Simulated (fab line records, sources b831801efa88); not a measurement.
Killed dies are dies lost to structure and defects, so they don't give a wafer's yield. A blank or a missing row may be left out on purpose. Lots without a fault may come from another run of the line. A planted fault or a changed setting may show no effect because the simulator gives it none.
Chamber matching | flow gf180mcu | GF_V1_CMP_26 on cmp-02: 4 sister chambers
The step polishes, stops on SiO2, t overpolish 15 s, target thk 0 nm. 16 wafers are shown with their chamber, then 7 later ones without.

WAFERS WITH THEIR CHAMBER
wafer  | chamber | motor_current_A (A) | overpolish_run_s (s) | time_to_endpoint_s (s)
L104.1 | 1       | 9.4                 | 15.004               | 85
L104.2 | 0       | 9.9                 | 15.001               | 81
L104.5 | 3       | 11.3                | 15.000               | 83
L108.1 | 2       | 10.4                | 14.994               | 90
L108.4 | 0       | 10.1                | 15.008               | 90
L108.5 | 3       | 11.2                | 14.979               | 90
L110.1 | 2       | 10.9                | 15.016               | 89
L110.2 | 1       | 9.4                 | 15.011               | 89
L110.4 | 3       | 11.4                | 15.002               | 87
L113.1 | 3       | 11.6                | 14.999               | 86
L113.2 | 1       | 9.7                 | 15.002               | 88
L113.3 | 2       | 10.4                | 15.005               | 85
L112.1 | 0       | 10.0                | 15.007               | 87
L112.2 | 2       | 11.1                | 14.993               | 88
L112.6 | 3       | 11.2                | 14.998               | 87
L116.1 | 3       | 11.4                | 15.014               | 85

SIGNATURES (means of the wafers above)
reading            | chamber 0 | chamber 1 | chamber 2 | chamber 3 | scatter within a chamber
motor_current_A    | 10.000    | 9.500     | 10.700    | 11.350    | 0.219
overpolish_run_s   | 15.00533  | 15.00567  | 15.00200  | 14.99867  | 0.00939
time_to_endpoint_s | 86.00     | 87.33     | 88.00     | 86.33     | 2.77
Rule: a wafer's distance from a chamber is the root of the sum, over the readings, of the square of ((its reading less the chamber's mean) divided by the reading's scatter). The wafer belongs to the nearest chamber; if the next one is less than 2 further off, it can't be placed. The scatter: the root of (the sum of the squares of (reading less its chamber's mean) over the shown wafers, divided by (wafers less chambers)).

WAFERS WITHOUT THEIR CHAMBER
wafer  | motor_current_A (A) | overpolish_run_s (s) | time_to_endpoint_s (s)
L116.5 | 11.6                | 14.998               | 85
L122.3 | 9.3                 | 15.000               | 82
L122.5 | 9.8                 | 14.994               | 85
L122.6 | 10.7                | 15.011               | 79
L124.1 | 9.3                 | 15.003               | 88
L124.3 | 10.0                | 14.995               | 84
L124.6 | 9.4                 | 15.004               | 88

WHICH CHAMBER EACH WENT THROUGH
wafer  | from the rows above          | in truth
L116.5 | 3                            | 3
L122.3 | can't be placed: 1 or 0      | 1
L122.5 | can't be placed: 0 or 1      | 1
L122.6 | can't be placed: 2 or 0 or 3 | 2
L124.1 | 1                            | 1
L124.3 | can't be placed: 0 or 1      | 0
L124.6 | 1                            | 1
Placed correctly: 3 of 7. Can't be placed from these rows: 4 (the true chamber is among the candidates in 4). Placed wrongly: 0.
